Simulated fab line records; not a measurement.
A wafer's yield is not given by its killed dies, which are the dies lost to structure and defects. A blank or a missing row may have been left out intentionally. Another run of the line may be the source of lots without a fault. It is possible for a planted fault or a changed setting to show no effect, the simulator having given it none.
8D (eight disciplines) problem report, filled in by code	flow gf180mcu	the parts of the form that need people (team, actions taken, sign-off) are left out

1. THE PROBLEM
HV_LDD_4_TW at GF_HV_LDD_TW_MEAS_50 reads a mean of 508 on 9 wafers of 3 lots; wafers without a fault read 567 with a standard deviation of 8.1. That puts it -7.3 standard deviations away from the usual mean.
The first sign was on wafer L514.4 at day 15 06:58, on film-metro-04. The record has a number at this step for 39 wafers belonging to 13 lots. The rule behind "out" and "out of limits": a value lying over 4 standard deviations away from the usual mean. All remaining wafers that have a number are taken as sound.

2. WHAT IT IS, WHAT IT ISN'T
question	is	is not
which readings at this step	HV_LDD_4_TW	-
which lots	L514, L515, L516	L505, L507, L508, L509, L510, L523, L524, L525, L526, L527
which wafers of those lots	all that have a number	-
read on which gauges	film-metro-03, film-metro-04	film-metro-02
when	from day 15 06:58	up to then (15 sound wafers); but 15 sound wafers of L523, L524, L525, L526, L527 came after

3. SUSPECTS, AND WHAT RULES EACH OUT
Counting: a tool stays on the suspect list if, at a process step up to the reading, it processed all lots that are out and no sound lot following the first of them.
- ruled out: the gauge at GF_HV_LDD_TW_MEAS_50. The wafers that are out were read on 2 gauges (film-metro-03, film-metro-04).
- implanter-03 at GF_HV_LDD_IMPLANT_48: ruled out as a lasting fault. Following L514 (day 15 06:46), the first lot on it that is out, the sound lots L524, L526 were run on it.
Left after counting: nothing in the record.

4. THE CAUSE (what the simulator had put in)
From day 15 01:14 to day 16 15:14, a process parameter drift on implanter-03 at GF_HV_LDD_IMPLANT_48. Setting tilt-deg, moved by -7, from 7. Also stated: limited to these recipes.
The count ruled it out by mistake, since the rule takes a fault to strike every lot its tool runs from the start of the fault on, and this one did not do so.

5. THE EFFECT CHAIN, in route order
Each row: a reading whose mean over the struck wafers that have a number lies more than 3 standard deviations from the usual. Only readings whose record carries a usual standard deviation are examined. hours: median over the lots of the time between each lot's start at the first step of this table that gives one and its start at this step. sigmas: the change, counted in usual standard deviations.
hours	step	reading	usual	on struck wafers	change	sigmas
0	GF_HV_LDD_IMPLANT_48	tilt-deg	7.003 degrees	0.008	-6.995	-99 or more
0	GF_HV_LDD_TW_MEAS_50	HV_LDD_4_TW	567	508	-59	-7.3
Here are the process steps it includes:
- GF_HV_LDD_IMPLANT_48
At these later measuring or inspecting steps, every struck wafer for which the step has a row has a number for every such reading, and none has moved that far: GF_CONTACT_THK_MEAS_01, GF_V1_CD_MEAS_14.

6. HOW IT WOULD HAVE BEEN CAUGHT EARLIER
6 hours passed between the start of the fault at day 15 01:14 and the first reading out of limits at a measuring or inspecting step in this record, taken at day 15 06:58.
At GF_HV_LDD_IMPLANT_48, the tool's own readings (tilt-deg) were out on each struck wafer the step has a row for, so an alarm limit on them would have fired on the first such wafer.
